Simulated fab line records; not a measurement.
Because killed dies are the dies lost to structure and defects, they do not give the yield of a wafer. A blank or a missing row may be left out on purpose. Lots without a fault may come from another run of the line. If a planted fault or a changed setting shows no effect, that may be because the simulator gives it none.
Chamber matching    flow gf180mcu    4 sister chambers for GF_V1_CMP_26 on cmp-02
The step polishes, stops on SiO2, t overpolish 15 s, target thk 0 nm. 14 wafers are shown with their chamber, then 7 later ones without.

WAFERS PAIRED WITH THEIR CHAMBERS
wafer   chamber  time_to_endpoint_s (s)  motor_current_A (A)  head_pressure_psi (psi)
L846.1  3        93                      11.6                 3.501
L846.3  1        76                      10.9                 3.496
L846.4  0        82                      10.2                 3.495
L849.1  0        85                      10.1                 3.482
L849.5  2        90                      11.4                 3.504
L849.6  1        77                      10.2                 3.490
L856.2  0        83                      10.0                 3.504
L856.4  3        93                      11.3                 3.505
L856.6  1        76                      10.6                 3.506
L862.1  2        88                      11.1                 3.500
L862.4  0        87                      9.9                  3.492
L862.6  2        90                      11.1                 3.491
L865.2  1        76                      10.5                 3.508
L865.4  3        95                      11.8                 3.504

SIGNATURES (averages over the wafers above)
reading             chamber 0  chamber 1  chamber 2  chamber 3  scatter within a chamber
time_to_endpoint_s  84.25      76.25      89.33      93.67      1.44
motor_current_A     10.050     10.550     11.200     11.567     0.221
head_pressure_psi   3.49325    3.50000    3.49833    3.50333    0.00748
Rule: a wafer lies at a distance from a chamber equal to the root of the sum of squares, over the readings, of (its reading less the chamber's mean, divided by the reading's scatter). If the next closest chamber is less than 2 further off than the closest, the wafer can't be placed; otherwise it belongs to the closest. The scatter is the square root of a quotient: the sum, over the shown wafers, of each reading's squared deviation from its chamber's mean, divided by wafers minus chambers.

WAFERS WHOSE CHAMBER IS MISSING
wafer   time_to_endpoint_s (s)  motor_current_A (A)  head_pressure_psi (psi)
L865.5  82                      10.4                 3.502
L867.1  93                      11.6                 3.502
L867.4  84                      10.7                 3.498
L867.5  96                      11.4                 3.496
L868.1  82                      11.6                 3.506
L868.4  80                      10.0                 3.514
L868.5  76                      10.3                 3.494

WHICH CHAMBER EACH ONE RAN IN
wafer    from the rows above            in truth
L865.5   can't be placed: 0 or 1        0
L867.1   3                              3
L867.4   can't be placed: 0 or 2        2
L867.5   3                              3
L868.1   can't be placed: 2 or 1 or 0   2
L868.4   can't be placed: 0 or 1        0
L868.5   1                              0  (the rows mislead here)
2 of 7 placed correctly. Cannot be placed on the basis of these rows: 4; the candidates contain the true chamber in 4. Wrongly placed: 1.
